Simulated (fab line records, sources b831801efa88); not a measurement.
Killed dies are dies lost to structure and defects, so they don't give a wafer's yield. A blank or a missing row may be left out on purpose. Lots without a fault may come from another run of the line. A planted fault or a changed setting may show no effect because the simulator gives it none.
Problem report in the 8D (eight disciplines) form, filled by code | flow sky130 | the parts of the form that need people (team, actions taken, sign-off) are left out

1. THE PROBLEM
chamber_pressure_pa at SKY_VIA1_SPUTTER_20 reads a mean of 3.944 Pa on 6 wafers of 2 lots; wafers without a fault read 5.000 Pa with a standard deviation of 0.0094. That is -99 or more standard deviations from the usual mean.
The step: material TiN, target thk 20 nm, time 80 s.
First seen on wafer L989.2, day 37 02:14, on pvd_sputter-03. The record holds 18 wafers of 6 lots with a number at this step. Rule for "out", or "out of limits": more than 4 standard deviations from the usual mean. The other wafers with a number count as sound.

2. WHAT IT IS AND WHAT IT IS NOT
question                    | is                     | is not
which readings at this step | chamber_pressure_pa    | -
which lots                  | L988, L989             | L102, L993, L997, L999
which wafers of those lots  | all that have a number | -
read on which tools         | pvd_sputter-03         | pvd_sputter-01, pvd_sputter-02
when                        | from day 37 02:14      | up to then (0 sound wafers); but 12 sound wafers of L102, L993, L997, L999 came after

3. SUSPECTS, AND WHAT RULES EACH OUT
Counting: a tool at a process step up to the reading stays a suspect if it ran every lot that is out and no sound lot after the first of them.
- rie_diel-02 at SKY_VIA1_ETCH_14 (etches BARC in N2/H2, stops on SiO2, time 45.9 s, target depth 60 nm): ruled out as a lasting fault. Sound lots L102 ran on it after its first lot that is out, L989 (day 37 01:30).
- rie_diel-02 at SKY_VIA1_ETCH_15 (etches SiO2 in C4F8/O2/Ar, stops on TiN, target depth 351 nm, time 54 s): ruled out as a lasting fault. Sound lots L102 ran on it after its first lot that is out, L989 (day 37 01:32).
- pvd_sputter-03 at SKY_VIA1_SPUTTER_20 (material TiN, target thk 20 nm, time 80 s): ruled out as a lasting fault. Sound lots L102 ran on it after its first lot that is out, L989 (day 37 02:14).
Left after counting: nothing in the record.

4. THE CAUSE (what the simulator had put in)
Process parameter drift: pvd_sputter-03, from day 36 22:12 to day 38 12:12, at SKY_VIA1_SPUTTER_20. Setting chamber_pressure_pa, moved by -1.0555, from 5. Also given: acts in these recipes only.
Counting ruled it out, wrongly.

5. THE CHAIN OF EFFECTS, in route order
Each row: a reading whose mean over the struck wafers that have a number lies more than 3 standard deviations from the usual. Only readings for which the record gives a usual standard deviation are gone through. hours: the time from each lot's start at the first step in this table that gives one to its start at this step, as a median over the lots. sigmas: the change in usual standard deviations.
hours | step                | reading             | usual    | on struck wafers | change | sigmas
0     | SKY_VIA1_SPUTTER_20 | chamber_pressure_pa | 5.000 Pa | 3.944            | -1.056 | -99 or more
0     | SKY_VIA1_SPUTTER_20 | throttle_valve_pct  | 30.0 %   | 34.0             | +4.0   | +3.6
The process steps in it:
- SKY_VIA1_SPUTTER_20: material TiN, target thk 20 nm, time 80 s.

6. WHAT WOULD HAVE CAUGHT IT SOONER
In this record the first reading out of limits was taken at day 37 02:14, 4 hours after the fault began at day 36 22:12.
